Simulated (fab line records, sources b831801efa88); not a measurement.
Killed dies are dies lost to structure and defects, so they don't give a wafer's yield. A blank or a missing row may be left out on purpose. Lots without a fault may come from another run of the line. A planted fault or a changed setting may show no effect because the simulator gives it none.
Chamber matching | flow gf180mcu | GF_V4_CVD_02 on pecvd-03: 3 sister chambers
The step deposits SiO2 from TEOS, target thk 850 nm, time 94.851 s. 18 wafers are shown with their chamber, then 9 later ones without.

WAFERS WITH THEIR CHAMBER
wafer  | chamber | heater_power_w (W)
L078.1 | 2       | 669
L078.4 | 0       | 578
L078.6 | 1       | 741
L083.2 | 1       | 849
L083.5 | 2       | 673
L083.6 | 0       | 581
L087.1 | 0       | 570
L087.3 | 2       | 681
L087.4 | 2       | 696
L092.2 | 0       | 574
L092.3 | 2       | 706
L092.6 | 0       | 464
L094.1 | 1       | 795
L094.2 | 0       | 574
L094.5 | 2       | 685
L095.3 | 2       | 687
L095.5 | 0       | 581
L095.6 | 2       | 690

SIGNATURES (means of the wafers above)
reading        | chamber 0 | chamber 1 | chamber 2 | scatter within a chamber
heater_power_w | 560.29    | 795.00    | 685.88    | 34.4
Rule: a wafer's distance from a chamber is the root of the sum, over the readings, of the square of ((its reading less the chamber's mean) divided by the reading's scatter). The wafer belongs to the nearest chamber; if the next one is less than 2 further off, it can't be placed. The scatter: the root of (the sum of the squares of (reading less its chamber's mean) over the shown wafers, divided by (wafers less chambers)).

WAFERS WITHOUT THEIR CHAMBER
wafer  | heater_power_w (W)
L096.2 | 563
L096.3 | 635
L096.4 | 830
L097.1 | 824
L097.2 | 711
L097.3 | 521
L097.4 | 573
L097.5 | 587
L097.6 | 870

WHICH CHAMBER EACH WENT THROUGH
wafer  | from the rows above     | in truth
L096.2 | 0                       | 0
L096.3 | can't be placed: 2 or 0 | 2
L096.4 | 1                       | 1
L097.1 | 1                       | 1
L097.2 | can't be placed: 2 or 1 | 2
L097.3 | 0                       | 0
L097.4 | 0                       | 0
L097.5 | 0                       | 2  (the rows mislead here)
L097.6 | 1                       | 1
Placed correctly: 6 of 9. Can't be placed from these rows: 2 (the true chamber is among the candidates in 2). Placed wrongly: 1.
